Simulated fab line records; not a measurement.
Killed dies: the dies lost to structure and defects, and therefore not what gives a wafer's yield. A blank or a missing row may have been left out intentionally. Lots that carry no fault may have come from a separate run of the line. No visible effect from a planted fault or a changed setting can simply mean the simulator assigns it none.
Chamber matching / flow sky130 / 4 sister chambers for SKY_LI_CONTACT_ETCH_14 on rie-diel-04
The step etches BARC in N2/H2, stops on SiO2, time 45.9 s, target depth 60 nm. 4 wafers are shown with their chamber, then 11 later ones without.

## WAFERS WITH THEIR CHAMBER
wafer=L085.6; chamber=3; drypump-motor-current-A (A)=6.4
wafer=L088.3; chamber=2; drypump-motor-current-A (A)=5.8
wafer=L088.4; chamber=0; drypump-motor-current-A (A)=5.1
wafer=L090.2; chamber=1; drypump-motor-current-A (A)=5.9

## WAFERS WITH NO CHAMBER GIVEN
wafer=L090.3; drypump-motor-current-A (A)=5.1
wafer=L090.4; drypump-motor-current-A (A)=5.8
wafer=L091.4; drypump-motor-current-A (A)=5.9
wafer=L091.5; drypump-motor-current-A (A)=5.8
wafer=L091.6; drypump-motor-current-A (A)=5.9
wafer=L093.3; drypump-motor-current-A (A)=5.9
wafer=L093.4; drypump-motor-current-A (A)=5.8
wafer=L093.5; drypump-motor-current-A (A)=5.9
wafer=L096.4; drypump-motor-current-A (A)=5.9
wafer=L096.5; drypump-motor-current-A (A)=5.1
wafer=L096.6; drypump-motor-current-A (A)=6.5

## WHICH CHAMBER EACH WENT THROUGH
wafer=L090.3; from the rows above=0; in truth=0
wafer=L090.4; from the rows above=2; in truth=2
wafer=L091.4; from the rows above=1; in truth=1
wafer=L091.5; from the rows above=2; in truth=2
wafer=L091.6; from the rows above=1; in truth=1
wafer=L093.3; from the rows above=1; in truth=1
wafer=L093.4; from the rows above=2; in truth=2
wafer=L093.5; from the rows above=1; in truth=1
wafer=L096.4; from the rows above=1; in truth=1
wafer=L096.5; from the rows above=0; in truth=0
wafer=L096.6; from the rows above=3; in truth=3
11 of 11 placed correctly. Not placeable from these rows: 0. 0 placed wrongly.
How it was worked out, from the rows above alone: a wafer's distance from a chamber is the root of the sum, over the readings, of the square of ((its reading less the chamber's mean) divided by the reading's scatter). The wafer belongs to the nearest chamber; if the next one is less than 2 further off, it can't be placed. A chamber's mean is the mean of its shown wafers. The scatter: root of mean squared gap, hidden wafer to nearest shown wafer, with one shown wafer a chamber.
